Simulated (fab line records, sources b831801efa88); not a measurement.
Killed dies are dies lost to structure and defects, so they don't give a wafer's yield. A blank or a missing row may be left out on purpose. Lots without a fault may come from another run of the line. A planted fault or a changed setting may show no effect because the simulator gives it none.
A struck lot beside a sound one | flow sfq_line | 14 steps out of a route of 325
Sound: wafers L200.2, L200.4, L200.6. Struck: wafer L189.4. (L189.2 of the same lot was not struck and is left out.) The cause comes at the end.
At each step with rows: each side's tool, then ch and its chambers, then its first start. Under that, the readings that differ: sound wafers | struck wafers | difference of the means | sigmas: that difference in standard deviations of wafers without a fault.
alike: readings whose means differ by less than 2 such deviations, and words and numbers that are the same on both sides. not compared: withheld readings, readings that some wafer has no value for, bounds like >300 that may hide the same value, and numbers for which the record gives no deviation and whose values overlap.
The two part at a step that has a row with sigmas, a row that says differs or no value, or rows on one side only. Numbers that don't overlap but have no deviation are shown without sigmas and don't part them. A reading that every wafer of one side lacks parts them only if that side has two wafers or more.

first, 2 steps without rows for these wafers: SFQ_TRILAYER_I6_VIA_STRIP_SOLV_CLEAN_174 (cleans in NMP, time 600 s); SFQ_TRILAYER_M7_DEP_PRE_CLEAN_176 (time 22.5 s).
SFQ_TRILAYER_M7_DEP_SPUTTER_175: material Nb, target thk 200 nm, time 133.3 s.
  sound on pvd_sputter-06, day 73 19:38; struck on pvd_sputter-04, day 63 19:05
  alike: cathode_dc_power_W, throttle_valve_pct
SFQ_M7_RS_MEAS_943: measures by four-point-probe.
  sound on film_metro-04, day 73 19:46; struck on film_metro-04, day 63 19:12
  alike: M7_NB_RS
then, 6 steps without rows for these wafers: SFQ_TRILAYER_M7_LITHO_COAT_182 (resist thk 62 nm); SFQ_TRILAYER_M7_LITHO_COAT_177 (resist thk 600 nm); SFQ_TRILAYER_M7_LITHO_SOFTBAKE_181; SFQ_TRILAYER_M7_LITHO_EXPOSE_178 (exposes mask M7, target cd 500 nm); SFQ_TRILAYER_M7_LITHO_PEB_180 (peb time 60 s); SFQ_TRILAYER_M7_LITHO_DEVELOP_179 (time 60 s).
-- the record jumps here: 4 days lie between the struck wafers' starts before and after --
SFQ_M7_OVL_MEAS_945:
  sound on overlay-01, day 74 21:33; struck on overlay-02, day 67 21:57
  alike: M7_OVL
SFQ_TRILAYER_M7_BARC_OPEN_METAL_ETCH_229: etches BARC in O2, target depth 125 nm, time 41.7 s.
  sound on rie_metal-02 ch 0,1, day 74 21:35; struck on rie_metal-03 ch 1, day 67 21:59
  reading                                             | sound             | struck | difference | sigmas
  model.KrF_of_TRILAYER_M7_LITHO_COAT_177.thk_nm (nm) | 522.5 520.3 522.7 | 503.9  | -17.9      |
  alike: chamber_pressure_mTorr, drypump_motor_current_A, he_backside_leak_sccm, oes_product_au
  not compared: rf_hours_counter_h
SFQ_TRILAYER_M7_ETCH_METAL_ETCH_180: etches Nb in Cl2/Ar, stops on SiO2, target depth 240 nm, time 120 s.
  sound on rie_metal-02 ch 0,1, day 74 21:38; struck on rie_metal-03 ch 1, day 67 22:02
  reading                                             | sound           | struck | difference | sigmas
  model.KrF_of_TRILAYER_M7_LITHO_COAT_177.thk_nm (nm) | 380.3 376 382.8 | 359.8  | -19.9      |
  alike: chamber_pressure_mTorr, drypump_motor_current_A, he_backside_leak_sccm, oes_product_au
  not compared: rf_hours_counter_h
SFQ_TRILAYER_M7_STRIP_STRIP_181: strips in O2.
  sound on rie_metal-02 ch 0,1, day 74 21:46; struck on rie_metal-03 ch 1, day 67 22:10
  alike: chamber_pressure_mTorr, drypump_motor_current_A, he_backside_leak_sccm, oes_product_au
  not compared: rf_hours_counter_h

WHERE THEY PART
Nowhere in this record.

WHY: what the simulator had put in
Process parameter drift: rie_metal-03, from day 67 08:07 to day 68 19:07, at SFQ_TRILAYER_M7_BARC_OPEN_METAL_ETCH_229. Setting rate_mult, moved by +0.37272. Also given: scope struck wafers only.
